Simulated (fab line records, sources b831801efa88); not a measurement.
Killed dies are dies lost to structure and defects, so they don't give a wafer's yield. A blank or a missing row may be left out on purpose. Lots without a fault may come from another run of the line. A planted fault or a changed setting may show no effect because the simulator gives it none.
One fault seen from 2 desks | flow sky130 | each desk has only its own numbers; what lay behind them comes last

THE METROLOGY DESK
What the gauges read, lot by lot, whatever tool the lot ran on: means of the sampled wafers that have a number. A lot is out of limits, marked OUT, if its mean lies more than 4 standard deviations from the usual mean; the brackets give that distance.
Columns: A = CAPM_OVL at SKY_CAPM_OVL_MEAS_12, usual -0.2 nm; B = VIA3_HDPCVD_THK at SKY_VIA3_THK_MEAS_01, usual 1634 nm; C = VIA3_BOW at SKY_VIA3_BOW_MEAS_03, usual 80 um
lot  | first seen here | A    | B              | C
L690 | day 37 18:39    | -0.6 | 1630           | 82
L691 | day 38 01:53    | 1.3  | 1635           | 79
L692 | day 38 05:15    | -1.1 | 1621           | 78
L693 | day 38 11:37    | 1.7  | 1644           | 78
L694 | day 38 22:31    | -1.0 | 1612           | 80
L698 | day 39 23:03    | -2.8 | 1650           | 76
L702 | day 41 06:37    | 0.1  | 1640           | 90
L704 | day 41 18:47    | 0.7  | 1622           | 72
L705 | day 42 01:26    | -1.6 | 1013 (-37) OUT | 88
L706 | day 42 07:16    | -1.2 | 1030 (-36) OUT | 76
L710 | day 43 11:25    | -0.2 | 1624           | 88
L712 | day 43 16:49    | -3.2 | 1606           | 76
This desk's finding: out of limits on L705, L706; first on L705, day 43 01:59 (VIA3_HDPCVD_THK at SKY_VIA3_THK_MEAS_01). In limits: L690, L691, L692, L693, L694, L698, L702, L704, L710, L712.

THE TOOL OWNER'S DESK: hdpcvd-02
The tool's own readings at SKY_VIA3_HDPCVD_00 (deposits SiO2, target thk 1635 nm, time 272.5 s): means of the sampled wafers that have a number, for each lot that ran on this tool. A lot is out of limits, marked OUT, if its mean lies more than 4 standard deviations from the usual mean; the brackets give that distance.
Columns: A = run_length_s at SKY_VIA3_HDPCVD_00, usual 300.4 s
lot  | first seen here | A
L693 | day 39 14:35    | 300.7
L698 | day 41 01:18    | 300.8
L705 | day 43 01:49    | 198.7 (-99 or more) OUT
L706 | day 43 07:41    | 198.9 (-99 or more) OUT
This desk's finding: out of limits on L705, L706; first on L705, day 43 01:49 (run_length_s at SKY_VIA3_HDPCVD_00). In limits: L693, L698.

PUT TOGETHER
The tool owner's desk could have raised an alarm at day 43 01:49, on L705, L706.
The metrology desk could have raised an alarm at day 43 01:59, on L705, L706.
Of the lots named, all ran SKY_VIA3_HDPCVD_00 on hdpcvd-02.

WHAT THE SIMULATOR HAD PUT IN
Process parameter drift: hdpcvd-02, from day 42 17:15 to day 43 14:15, at SKY_VIA3_HDPCVD_00. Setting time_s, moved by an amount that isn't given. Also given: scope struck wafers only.
Lots struck among those shown: L705, L706.
Hours from the fault's start to each desk's first reading out of limits: the tool owner's desk, 9; the metrology desk, 9.
